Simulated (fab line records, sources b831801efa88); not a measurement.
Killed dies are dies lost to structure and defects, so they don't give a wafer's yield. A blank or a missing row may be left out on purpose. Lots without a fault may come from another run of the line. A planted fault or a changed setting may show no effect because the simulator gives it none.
Which tool did it? | flow sky130 | 14 lots, 42 wafers sampled, at 6 steps of a route of 708

WHAT THE GAUGES READ, wafer by wafer
SKY_VT_ADJUST_LVTN_TW_MEAS_21. Usual: VT_ADJUST_LVTN_2_TW 189.1, standard deviation 1.6.
lot  | measured     | on            | VT_ADJUST_LVTN_2_TW | flag
L646 | day 7 18:50  | film_metro-03 | 188.9 189.7 188.2   |
L647 | day 7 23:30  | film_metro-04 | 187.3 187.8 186.2   |
L648 | day 8 05:44  | film_metro-03 | 188.6 188.9 188.1   |
L650 | day 8 16:41  | film_metro-01 | 188.9 188.7 188.4   |
L651 | day 9 04:08  | film_metro-04 | 187.7 187.0 188.2   |
L652 | day 9 10:38  | film_metro-04 | 187.8 187.9 187.1   |
L661 | day 12 04:56 | film_metro-01 | 188.1 188.3 187.2   |
L662 | day 12 10:54 | film_metro-03 | 191.4 192.4 192.0   |
L663 | day 12 16:26 | film_metro-03 | 191.5 191.8 190.7   |
L664 | day 13 00:08 | film_metro-03 | 191.4 191.1 191.8   |
L665 | day 13 13:11 | film_metro-04 | 187.7 187.3 188.0   |
L666 | day 13 19:33 | film_metro-01 | 188.5 188.6 188.4   |
L667 | day 13 20:22 | film_metro-01 | 189.6 188.8 189.3   |
L668 | day 14 08:54 | film_metro-04 | 186.5 187.4 186.5   |

SKY_SONOS_TUNNEL_TW_MEAS_12. Usual: SONOS_TUNNEL_TW 199.1, standard deviation 2.3.
lot  | measured     | on            | SONOS_TUNNEL_TW   | flag
L646 | day 11 12:34 | film_metro-04 | 197.7 195.8 196.6 |
L647 | day 11 17:23 | film_metro-01 | 200.0 197.4 198.5 |
L648 | day 12 00:16 | film_metro-01 | 197.4 196.9 197.7 |
L650 | day 12 14:34 | film_metro-03 | 200.9 202.1 200.8 |
L651 | day 13 03:37 | film_metro-01 | 30.0 30.2 30.4    | OFF
L652 | day 13 11:10 | film_metro-04 | 29.9 30.1 29.9    | OFF
L661 | day 16 15:14 | film_metro-03 | 202.4 202.5 202.4 |
L662 | day 16 21:29 | film_metro-03 | 201.7 202.0 202.0 |
L663 | day 17 03:37 | film_metro-04 | 196.0 196.8 195.3 |
L664 | day 17 12:10 | film_metro-01 | 197.9 199.2 197.0 |
L665 | day 18 03:40 | film_metro-01 | 197.4 197.3 197.8 |
L666 | day 18 10:56 | film_metro-04 | 196.1 195.9 196.8 |
L667 | day 18 13:29 | film_metro-01 | 196.9 197.9 196.3 |
L668 | day 19 05:41 | film_metro-03 | 201.7 201.0 200.8 |

SKY_LI_CONTACT_BOW_MEAS_03. Usual: LI_CONTACT_BOW 56 um, standard deviation 6.2.
lot  | measured     | on            | LI_CONTACT_BOW (um) | flag
L646 | day 28 15:23 | film_metro-04 | 46 49 51            |
L647 | day 28 18:21 | film_metro-04 | 51 53 59            |
L648 | day 28 14:00 | film_metro-04 | 45 50 56            |
L650 | day 29 04:44 | film_metro-03 | 58 58 64            |
L651 | day 29 21:20 | film_metro-04 | 18 16 20            | OFF
L652 | day 30 12:24 | film_metro-03 | 30 28 39            | OFF
L661 | day 33 07:38 | film_metro-04 | 50 55 56            |
L662 | day 33 10:45 | film_metro-03 | 49 67 46            |
L663 | day 33 13:30 | film_metro-02 | 57 49 56            |
L664 | day 33 23:02 | film_metro-04 | 52 49 52            |
L665 | day 34 15:11 | film_metro-03 | 66 63 60            |
L666 | day 34 16:14 | film_metro-02 | 72 58 55            |
L667 | day 35 02:19 | film_metro-04 | 55 60 58            |
L668 | day 35 14:08 | film_metro-03 | 51 63 62            |

SKY_CONTACT_BOW_MEAS_05. Usual: CONTACT_BOW 83 um, standard deviation 6.6.
lot  | measured     | on            | CONTACT_BOW (um) | flag
L646 | day 30 23:00 | film_metro-02 | 71 75 76         |
L647 | day 31 03:22 | film_metro-04 | 78 79 85         |
L648 | day 30 22:08 | film_metro-01 | 73 76 83         |
L650 | day 31 11:18 | film_metro-02 | 83 81 89         |
L651 | day 32 04:27 | film_metro-02 | 46 43 48         | OFF
L652 | day 32 19:52 | film_metro-02 | 55 54 64         | OFF
L661 | day 35 15:50 | film_metro-01 | 76 80 82         |
L662 | day 35 19:05 | film_metro-04 | 77 94 73         |
L663 | day 35 21:05 | film_metro-01 | 84 77 84         |
L664 | day 36 07:08 | film_metro-01 | 81 76 78         |
L665 | day 37 00:07 | film_metro-04 | 94 91 88         |
L666 | day 37 01:38 | film_metro-04 | 98 84 79         |
L667 | day 37 10:11 | film_metro-01 | 79 85 82         |
L668 | day 37 22:59 | film_metro-04 | 76 89 87         |

WHICH TOOL RAN EACH LOT (tool, then ch and the chambers of the sampled wafers, then the start)
lot  | SKY_VT_ADJUST_PCH_STRIP_09           | SKY_CONTACT_CMP_04
L646 | plasma_asher-03 ch 0,1, day 10 11:52 | cmp-01 ch 1,2, day 30 22:42
L647 | plasma_asher-02 ch 0,1, day 10 16:50 | cmp-01 ch 0,2,3, day 31 03:12
L648 | plasma_asher-02 ch 0, day 10 23:23   | cmp-02 ch 1,2, day 30 21:50
L650 | plasma_asher-03 ch 0,1, day 11 12:52 | cmp-02 ch 1,2,3, day 31 11:03
L651 | plasma_asher-04 ch 0,1, day 12 01:44 | cmp-02 ch 0,1,3, day 32 04:09
L652 | plasma_asher-02 ch 0,1, day 12 09:29 | cmp-02 ch 0,1,3, day 32 19:33
L661 | plasma_asher-03 ch 0,1, day 15 11:17 | cmp-01 ch 0,1,2, day 35 15:32
L662 | plasma_asher-03 ch 0,1, day 15 16:29 | cmp-02 ch 1,3, day 35 18:49
L663 | plasma_asher-02 ch 0,1, day 15 21:47 | cmp-01 ch 0,1,2, day 35 20:53
L664 | plasma_asher-02 ch 0,1, day 16 07:07 | cmp-01 ch 2,3, day 36 06:50
L665 | plasma_asher-04 ch 0,1, day 16 21:56 | cmp-01 ch 0,1,2, day 36 23:58
L666 | plasma_asher-04 ch 0,1, day 17 04:46 | cmp-02 ch 1,2,3, day 37 01:24
L667 | plasma_asher-02 ch 0,1, day 17 06:40 | cmp-01 ch 0,2, day 37 09:50
L668 | plasma_asher-02 ch 0,1, day 17 22:10 | cmp-02 ch 0,2, day 37 22:40
- SKY_VT_ADJUST_PCH_STRIP_09: strips in O2/N2.
- SKY_CONTACT_CMP_04: polishes SiO2.

WHAT THE TOOLS THEMSELVES READ (means of the sampled wafers that have a number; where no wafer has one, the mark that the record gives instead)
SKY_VT_ADJUST_PCH_STRIP_09. Usual: chamber_pressure_mTorr 1500.0 mTorr, standard deviation 1.4; drypump_motor_current_A 5.59 A, standard deviation 0.27; oes_product_au 0.722 a.u., standard deviation 0.0045; strip_time_to_endpoint_s 36.90 s, standard deviation 0.099.
lot  | tool            | chamber_pressure_mTorr (mTorr) | drypump_motor_current_A (A) | oes_product_au (a.u.) | strip_time_to_endpoint_s (s) | flag
L646 | plasma_asher-03 | 1500.2                         | 5.62                        | 0.723                 | 36.79                        |
L647 | plasma_asher-02 | 1500.4                         | 5.35                        | 0.723                 | 36.95                        |
L648 | plasma_asher-02 | 1500.3                         | 5.32                        | 0.724                 | 36.82                        |
L650 | plasma_asher-03 | 1500.9                         | 5.61                        | 0.718                 | 36.76                        |
L651 | plasma_asher-04 | -                              | -                           | -                     | -                            | OFF
L652 | plasma_asher-02 | -                              | -                           | -                     | -                            | OFF
L661 | plasma_asher-03 | 1497.3                         | 5.50                        | 0.721                 | 36.94                        |
L662 | plasma_asher-03 | 1499.9                         | 5.49                        | 0.726                 | 36.83                        |
L663 | plasma_asher-02 | 1500.3                         | 5.34                        | 0.724                 | 37.01                        |
L664 | plasma_asher-02 | 1500.6                         | 5.37                        | 0.721                 | 36.82                        |
L665 | plasma_asher-04 | 1500.1                         | 5.95                        | 0.721                 | 36.96                        |
L666 | plasma_asher-04 | 1499.9                         | 5.94                        | 0.724                 | 36.76                        |
L667 | plasma_asher-02 | 1501.1                         | 5.36                        | 0.726                 | 36.99                        |
L668 | plasma_asher-02 | 1500.4                         | 5.30                        | 0.716                 | 37.11                        |

SKY_CONTACT_CMP_04. Usual: motor_current_A 12.1 A, standard deviation 0.98; time_to_endpoint_s 83 s, standard deviation 4.9.
lot  | tool   | motor_current_A (A) | time_to_endpoint_s (s) | flag
L646 | cmp-01 | 12.9                | 82                     |
L647 | cmp-01 | 12.1                | 80                     |
L648 | cmp-02 | 11.9                | 86                     |
L650 | cmp-02 | 12.4                | 86                     |
L651 | cmp-02 | 12.1                | 85                     |
L652 | cmp-02 | 12.2                | 77                     |
L661 | cmp-01 | 12.3                | 85                     |
L662 | cmp-02 | 12.9                | 80                     |
L663 | cmp-01 | 12.4                | 86                     |
L664 | cmp-01 | 12.2                | 80                     |
L665 | cmp-01 | 12.2                | 79                     |
L666 | cmp-02 | 12.6                | 85                     |
L667 | cmp-01 | 12.4                | 82                     |
L668 | cmp-02 | 11.4                | 79                     |

THE ANSWER, worked out from the rows above alone
Rule: a lot is off if the mean of its wafers that have a number lies more than 3 standard deviations from the usual mean. A lot without any number at a reading at which 4 lots or more have one is off too. The other lots that the step has rows for count as sound. The gauges are gone through in route order, then the tools' own readings, and for those a lot's mean is taken as printed above. The first step at which some lot is off is used, and at that step the reading that is off furthest; a lot without a number counts as furthest.
Off: L651, L652, at SKY_SONOS_TUNNEL_TW_MEAS_12 (SONOS_TUNNEL_TW).
A tool fits if, at a process step before that reading, it ran every lot that is off, and no sound lot after the first of them. The gauges at SKY_SONOS_TUNNEL_TW_MEAS_12 aren't tried: what is off there is off at SKY_CONTACT_BOW_MEAS_05 too, on other tools, and a gauge's error can't cause that. None of those tried fits.

WHAT THE SIMULATOR HAD PUT IN
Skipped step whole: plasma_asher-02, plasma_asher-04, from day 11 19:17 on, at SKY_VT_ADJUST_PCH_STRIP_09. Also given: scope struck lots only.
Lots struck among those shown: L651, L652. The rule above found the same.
